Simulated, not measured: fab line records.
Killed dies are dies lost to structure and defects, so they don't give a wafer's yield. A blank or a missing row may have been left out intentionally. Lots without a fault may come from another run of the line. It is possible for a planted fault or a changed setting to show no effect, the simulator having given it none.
Split-lot study	flow sfqLine	on a route of 325 steps: 5 lots, 23 wafers read

== THE SPLIT ==
At SFQ_TRILAYER_I1_CMP_CMP_046 (polishes SiO2), the setting leaveAboveRefNm was moved away from the recipe's 200 nm on 8 of the 23 wafers read, by -4.7% to +7.0%. All remaining wafers had this setting at the recipe value.

== FROM THE SPLIT TO THE READING: what the file shows between them, 6 steps ==
- SFQ_TRILAYER_I1_METRO_MEASURE_047
- SFQ_TRILAYER_I1_VIA_LITHO_COAT_049: resist thk 650 nm (also split here: spinRpm)
- SFQ_TRILAYER_I1_VIA_LITHO_SOFTBAKE_053
- SFQ_TRILAYER_I1_VIA_LITHO_EXPOSE_050: exposes mask I1, target cd 500 nm
- SFQ_TRILAYER_I1_VIA_LITHO_DEVELOP_051: time 60 s
- SFQ_TRILAYER_I1_VIA_BARC_OPEN_VIA_ETCH_071: etches BARC in O2, target depth 125 nm, time 41.7 s

== THE READING ==
oesProductAu, in a.u., at SFQ_TRILAYER_I1_VIA_ETCH_VIA_ETCH_052 (etches SiO2 in CHF3, stops on Nb, target depth 260 nm). A value of 0.854 a.u. with a standard deviation of 0.0051 a.u. is what fault-free wafers of this fab line usually give.

wafer	tool, chamber at the split	leaveAboveRefNm as run, nm	against the recipe	oesProductAu, a.u.	against lot-mates on the recipe
L074.1	cmp-02, 3	200	recipe	0.862	-
L074.2	cmp-02, 0	200	recipe	0.854	-
L074.3	cmp-02, 2	200	recipe	0.848	-
L074.4	cmp-02, 1	200	recipe	0.857	-
L074.5	cmp-02, 2	200	recipe	0.841	-
L075.1	cmp-01, 3	200	recipe	0.863	-
L075.2	cmp-01, 2	200	recipe	0.859	-
L075.4	cmp-01, 1	200	recipe	0.856	-
L079.1	cmp-01, 2	200	recipe	0.852	-
L079.3	cmp-01, 3	214	+7.0%	0.889	+0.038
L079.4	cmp-01, 0	200	recipe	0.851	-
L079.5	cmp-01, 1	200	recipe	0.851	-
L079.6	cmp-01, 0	214	+7.0%	0.879	+0.028
L081.2	cmp-01, 1	190.7	-4.7%	0.833	-0.024
L081.3	cmp-01, 2	200	recipe	0.856	-
L081.4	cmp-01, 0	200	recipe	0.858	-
L081.5	cmp-01, 2	190.7	-4.7%	0.836	-0.021
L081.6	cmp-01, 3	190.7	-4.7%	0.835	-0.022
L084.1	cmp-01, 0	200	recipe	0.852	-
L084.2	cmp-01, 1	200	recipe	0.862	-
L084.3	cmp-01, 3	204.6	+2.3%	0.868	+0.011
L084.4	cmp-01, 2	204.6	+2.3%	0.869	+0.012
L084.5	cmp-01, 0	204.6	+2.3%	0.864	+0.007

FIT RESULTS
A straight line over all 23 wafers: oesProductAu changes by +0.00432 a.u. for each +1% of leaveAboveRefNm; r = +0.92; the points scatter about the line by 0.0052 a.u.
The same after taking each lot's own level away (the mean of its wafers on the recipe; 23 wafers): +0.0047 a.u. for each +1%; r = +0.95; scatter 0.0044 a.u.
On that fit, the largest move of leaveAboveRefNm shifts the reading by 0.033 a.u.
The lots' own levels span 0.8513 to 0.8593 a.u., that is 1.6 times the standard deviation above.
So the lot-to-lot level changes the slope little: the two slopes agree.
Check: with one of the wafers moved furthest among these (+7.0%) left out of the fit, the line predicts +0.0306 a.u. for it against its lot-mates. It came out at +0.0377 a.u. against them.

== THESE WAFERS: OTHER SPLITS ==
Before the reading, these wafers also passed through other splits. Each is held against what the fit with the lots' levels taken away leaves over:
other split on the same wafers	wafers away from the commonest value	r with oesProductAu (lot level and that fit taken away)
SFQ_TRILAYER_M1_LITHO_PEB_042 pebTempC	8	-0.01
SFQ_TRILAYER_I1_VIA_LITHO_COAT_049 spinRpm	11	+0.15

== THE WHOLE CHAIN: every reading that the file lists as answering this split, in the file's order ==
step	what it does	reading	change (the file's fit)	r (the file's)
SFQ_TRILAYER_I1_CMP_CMP_046	polishes SiO2	SiO2_of_TRILAYER_I1_DEP_PECVD_045.thkNm (the simulator's own value, which no gauge read)	+1.87 nm for each +1% of the setting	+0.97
SFQ_TRILAYER_I1_METRO_MEASURE_047		thkNm	+1.86 nm for each +1% of the setting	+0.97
SFQ_TRILAYER_I1_VIA_ETCH_VIA_ETCH_052	etches SiO2 in CHF3, stops on Nb, target depth 260 nm	oesProductAu	+0.00466 a.u. for each +1% of the setting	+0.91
SFQ_TRILAYER_I1_VIA_ETCH_VIA_ETCH_052	etches SiO2 in CHF3, stops on Nb, target depth 260 nm	etch.depthNm (the simulator's own value, which no gauge read)	+2.1 nm for each +1% of the setting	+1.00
SFQ_TRILAYER_I1_VIA_ETCH_VIA_ETCH_052	etches SiO2 in CHF3, stops on Nb, target depth 260 nm	I1.featureDepthNm (the simulator's own value, which no gauge read)	+1.87 nm for each +1% of the setting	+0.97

== THE FILE'S OWN FIT ==
oesProductAu changes by +0.00466 a.u. for each +1% of leaveAboveRefNm, r = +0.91.
